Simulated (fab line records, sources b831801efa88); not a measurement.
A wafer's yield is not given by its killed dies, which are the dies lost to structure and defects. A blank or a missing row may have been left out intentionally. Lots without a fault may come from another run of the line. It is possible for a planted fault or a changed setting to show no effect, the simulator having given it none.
Matching of chambers :: flow gf180mcu :: GF_V4_CMP_04 on cmp-01: 4 sister chambers
The step polishes SiO2. 30 wafers are shown with their chamber, then 12 later ones without.

## WAFERS PAIRED WITH THEIR CHAMBERS
wafer: L074.3
chamber: 3
motorCurrentA (A): 12.5
timeToEndpointS (s): 83

wafer: L074.4
chamber: 1
motorCurrentA (A): 13.7
timeToEndpointS (s): 82

wafer: L074.6
chamber: 3
motorCurrentA (A): 11.8
timeToEndpointS (s): 92

wafer: L078.1
chamber: 1
motorCurrentA (A): 13.6
timeToEndpointS (s): 78

wafer: L078.3
chamber: 0
motorCurrentA (A): 9.9
timeToEndpointS (s): 72

wafer: L078.4
chamber: 2
motorCurrentA (A): 12.7
timeToEndpointS (s): 81

wafer: L082.1
chamber: 3
motorCurrentA (A): 11.5
timeToEndpointS (s): 79

wafer: L082.4
chamber: 1
motorCurrentA (A): 12.6
timeToEndpointS (s): 79

wafer: L082.5
chamber: 1
motorCurrentA (A): 13.7
timeToEndpointS (s): 82

wafer: L083.1
chamber: 0
motorCurrentA (A): 11.0
timeToEndpointS (s): 65

wafer: L083.2
chamber: 3
motorCurrentA (A): 11.8
timeToEndpointS (s): 75

wafer: L083.4
chamber: 1
motorCurrentA (A): 13.4
timeToEndpointS (s): 79

wafer: L083.3
chamber: 2
motorCurrentA (A): 13.3
timeToEndpointS (s): 74

wafer: L083.5
chamber: 0
motorCurrentA (A): 10.6
timeToEndpointS (s): 75

wafer: L083.6
chamber: 1
motorCurrentA (A): 13.3
timeToEndpointS (s): 76

wafer: L085.1
chamber: 2
motorCurrentA (A): 13.4
timeToEndpointS (s): 77

wafer: L085.3
chamber: 0
motorCurrentA (A): 10.5
timeToEndpointS (s): 73

wafer: L085.6
chamber: 0
motorCurrentA (A): 10.9
timeToEndpointS (s): 74

wafer: L085.2
chamber: 1
motorCurrentA (A): 13.2
timeToEndpointS (s): 70

wafer: L085.4
chamber: 3
motorCurrentA (A): 12.2
timeToEndpointS (s): 84

wafer: L085.5
chamber: 1
motorCurrentA (A): 14.1
timeToEndpointS (s): 75

wafer: L087.2
chamber: 2
motorCurrentA (A): 12.8
timeToEndpointS (s): 76

wafer: L087.4
chamber: 3
motorCurrentA (A): 11.8
timeToEndpointS (s): 86

wafer: L087.6
chamber: 0
motorCurrentA (A): 10.7
timeToEndpointS (s): 78

wafer: L089.2
chamber: 2
motorCurrentA (A): 13.5
timeToEndpointS (s): 81

wafer: L089.4
chamber: 1
motorCurrentA (A): 14.1
timeToEndpointS (s): 82

wafer: L089.5
chamber: 3
motorCurrentA (A): 11.7
timeToEndpointS (s): 82

wafer: L090.1
chamber: 2
motorCurrentA (A): 13.3
timeToEndpointS (s): 75

wafer: L090.4
chamber: 3
motorCurrentA (A): 12.0
timeToEndpointS (s): 86

wafer: L090.5
chamber: 3
motorCurrentA (A): 11.7
timeToEndpointS (s): 83

SIGNATURES, as means of the wafers listed above
reading: motorCurrentA
chamber 0: 10.600
chamber 1: 13.522
chamber 2: 13.167
chamber 3: 11.889
scatter within a chamber: 0.382

reading: timeToEndpointS
chamber 0: 72.83
chamber 1: 78.11
chamber 2: 77.33
chamber 3: 83.33
scatter within a chamber: 4.15
Rule: a wafer lies at a distance from a chamber equal to the root of the sum of squares, over the readings, of (its reading less the chamber's mean, divided by the reading's scatter). The wafer belongs to the nearest chamber; if the next one is less than 2 further off, it can't be placed. The scatter: take each reading less its chamber's mean, square it, sum over the shown wafers, divide by the number of wafers less the number of chambers, and take the root.

## WAFERS WHOSE CHAMBER IS MISSING
wafer: L093.2
motorCurrentA (A): 10.2
timeToEndpointS (s): 73

wafer: L093.3
motorCurrentA (A): 12.2
timeToEndpointS (s): 74

wafer: L093.4
motorCurrentA (A): 12.7
timeToEndpointS (s): 80

wafer: L096.2
motorCurrentA (A): 13.4
timeToEndpointS (s): 78

wafer: L096.4
motorCurrentA (A): 10.8
timeToEndpointS (s): 87

wafer: L096.5
motorCurrentA (A): 14.0
timeToEndpointS (s): 79

wafer: L097.1
motorCurrentA (A): 10.7
timeToEndpointS (s): 80

wafer: L097.2
motorCurrentA (A): 13.0
timeToEndpointS (s): 81

wafer: L097.6
motorCurrentA (A): 10.6
timeToEndpointS (s): 81

wafer: L097.3
motorCurrentA (A): 14.1
timeToEndpointS (s): 75

wafer: L097.4
motorCurrentA (A): 12.5
timeToEndpointS (s): 92

wafer: L097.5
motorCurrentA (A): 13.4
timeToEndpointS (s): 82

## CHAMBER TAKEN BY EACH
wafer: L093.2
from the rows above: 0
in truth: 0

wafer: L093.3
from the rows above: can't be placed: 3 or 2 or 1 or 0
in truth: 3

wafer: L093.4
from the rows above: can't be placed: 2 or 1 or 3
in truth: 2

wafer: L096.2
from the rows above: can't be placed: 1 or 2
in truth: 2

wafer: L096.4
from the rows above: can't be placed: 3 or 0
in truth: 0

wafer: L096.5
from the rows above: can't be placed: 1 or 2
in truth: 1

wafer: L097.1
from the rows above: can't be placed: 0 or 3
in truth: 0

wafer: L097.2
from the rows above: can't be placed: 2 or 1 or 3
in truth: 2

wafer: L097.6
from the rows above: can't be placed: 0 or 3
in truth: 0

wafer: L097.3
from the rows above: can't be placed: 1 or 2
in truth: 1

wafer: L097.4
from the rows above: can't be placed: 3 or 2 or 1
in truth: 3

wafer: L097.5
from the rows above: can't be placed: 1 or 2
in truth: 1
Placed correctly: 1 of 12. Not placeable from these rows: 11 (in 11, the candidates include the true chamber). Placed wrongly: 0.
